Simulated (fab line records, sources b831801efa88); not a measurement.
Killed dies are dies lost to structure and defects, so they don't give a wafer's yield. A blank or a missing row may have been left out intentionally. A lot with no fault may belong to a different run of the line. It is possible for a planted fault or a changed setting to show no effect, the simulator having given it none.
Struck lot and sound lot, side by side ; flow gf180mcu ; 14 out of 602 route steps
Sound: these wafers, L419.1, L419.5, L419.6. The struck wafers were L426.1, L426.3, L426.6. The cause is named last.
For every step that has rows: the tool of each side, followed by ch and its chambers, followed by its first start. Under that, the readings that differ: sound wafers ; struck wafers ; difference of the means ; sigmas: that difference in standard deviations of wafers without a fault.
alike: words and numbers the same on both sides, and readings whose means are apart by under 2 such deviations; not compared: readings that were withheld, readings missing a value for some wafer, numbers with overlapping values and no deviation given by the record, and bounds like >300 which may hide the same value.
Wherever a step has rows on one side only, a row that says differs or no value, or a row with sigmas, the two part there. When numbers do not overlap yet have no deviation, they are printed without sigmas and do not part them. A reading that every wafer of one side lacks parts them only if that side has two wafers or more.

first, 6 steps without rows for these wafers: GF_M3_HMDS_08 (prime time 60 s); GF_M3_COAT_09 (resist thk 1000 nm); GF_M3_SOFTBAKE_10 (time 60 s); GF_M3_EXPOSE_11 (exposes mask Metal3, target cd 280 nm); GF_M3_PEB_12 (peb time 90 s); GF_M3_DEVELOP_13 (develop time 60 s).
GF_M3_CD_MEAS_14 targets a cd of 280 nm.
  sound on cd_sem-01, day 21 13:13; struck on cd_sem-02, day 24 05:10
  alike: cd_nm
GF_M3_OVL_MEAS_15:
  sound on overlay-02, day 21 13:20; struck on overlay-02, day 24 05:17
  alike: M3_OVL
GF_M3_METAL_ETCH_16: etches the open film in Cl2/BCl3, stops on SiO2, target depth 627.5 nm, time 104.6 s.
  sound on rie_metal-03 ch 0,1, day 21 13:22; struck on rie_metal-01 ch 1, day 24 05:19
  alike: drypump_motor_current_A, oes_product_au, throttle_valve_pct
  not compared: rf_hours_counter_h
GF_M3_STRIP_17: strips in O2/N2.
  sound on plasma_asher-02 ch 0,1, day 21 13:29; struck on plasma_asher-02 ch 0,1, day 24 05:26
  alike: drypump_motor_current_A, heater_power_w, n2_flow_sccm, oes_product_au, strip_time_to_endpoint_s
  not compared: rf_hours_counter_h
then, 2 steps without rows for these wafers: GF_M3_STRIP_18 (strips in post etch residue remover, time 1200 s); GF_M3_CLEAN_19 (cleans in DIW).
GF_V3_CVD_00: deposits SiO2, target thk 600 nm, time 100 s.
  sound on hdpcvd-01 ch 0,1, day 21 14:01; struck on hdpcvd-02 ch 0,1,2, day 24 05:59
  no value came back on the struck wafers for pressure_mtorr (mTorr), run_length_s (s); on the sound wafers pressure_mtorr (mTorr) reads 5.979 5.992 5.998
GF_PASSIVATION_PROBE_99:
  rows exist in the record for the sound wafers here (prober-02, day 29 04:52), none for the struck ones

WHERE THEY PART
Earliest at GF_V3_CVD_00; latest, in this record, at GF_PASSIVATION_PROBE_99.

WHY: what had been put in by the simulator
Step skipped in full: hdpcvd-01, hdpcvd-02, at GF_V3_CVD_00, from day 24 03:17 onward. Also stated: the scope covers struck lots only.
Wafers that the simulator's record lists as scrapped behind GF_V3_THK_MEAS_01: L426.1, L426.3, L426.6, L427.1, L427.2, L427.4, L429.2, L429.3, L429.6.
